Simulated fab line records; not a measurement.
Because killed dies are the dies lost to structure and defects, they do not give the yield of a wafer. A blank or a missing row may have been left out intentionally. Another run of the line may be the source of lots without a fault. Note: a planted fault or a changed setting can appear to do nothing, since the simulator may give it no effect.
Matching of chambers | flow sky130 | 4 sister chambers for SKY_VIA1_CMP_24 on cmp-01
The step polishes, stops on SiO2, t overpolish 15 s, target thk 0 nm. 8 wafers are shown with their chamber, then 12 later ones without.

== WAFERS WITH THEIR CHAMBER ==
wafer  | chamber | time-to-endpoint-s (s) | motor-current-A (A)
L088.6 | 2       | 67.8                   | 10.8
L090.5 | 2       | 70.1                   | 11.1
L092.2 | 1       | 65.8                   | 11.3
L092.4 | 0       | 62.2                   | 11.8
L092.5 | 3       | 63.2                   | 11.2
L091.1 | 0       | 60.0                   | 10.8
L091.2 | 1       | 66.6                   | 11.8
L091.4 | 3       | 63.8                   | 11.8

== WAFERS WHOSE CHAMBER IS MISSING ==
wafer  | time-to-endpoint-s (s) | motor-current-A (A)
L093.1 | 67.8                   | 11.2
L093.2 | 63.2                   | 11.8
L093.3 | 68.1                   | 10.7
L095.1 | 60.8                   | 11.4
L095.4 | 66.4                   | 11.1
L095.5 | 62.7                   | 11.5
L096.1 | 63.3                   | 11.0
L096.2 | 68.3                   | 11.4
L096.3 | 60.9                   | 11.3
L097.1 | 64.3                   | 11.7
L097.4 | 60.8                   | 11.3
L097.5 | 60.5                   | 11.1

== EACH ONE'S CHAMBER ==
wafer  | from the rows above          | in truth
L093.1 | can't be placed: 2 or 1      | 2
L093.2 | can't be placed: 3 or 0 or 1 | 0
L093.3 | can't be placed: 2 or 1      | 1
L095.1 | can't be placed: 0 or 3      | 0
L095.4 | can't be placed: 1 or 2 or 3 | 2
L095.5 | can't be placed: 3 or 0      | 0
L096.1 | can't be placed: 3 or 0 or 1 | 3
L096.2 | can't be placed: 2 or 1      | 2
L096.3 | 0                            | 0
L097.1 | can't be placed: 3 or 1      | 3
L097.4 | 0                            | 0
L097.5 | 0                            | 0
3 of 12 placed correctly. Can't be placed from these rows: 9 (the true chamber is among the candidates in 9). Number placed wrongly: 0.
How it was worked out, from the rows above alone: a wafer's distance from a chamber is the root of the sum, over the readings, of the square of ((its reading less the chamber's mean) divided by the reading's scatter). The wafer belongs to the nearest chamber; if the next one is less than 2 further off, it can't be placed. Each chamber's mean is taken over the wafers shown for it. The scatter: take each reading less its chamber's mean, square it, sum over the shown wafers, divide by the number of wafers less the number of chambers, and take the root.
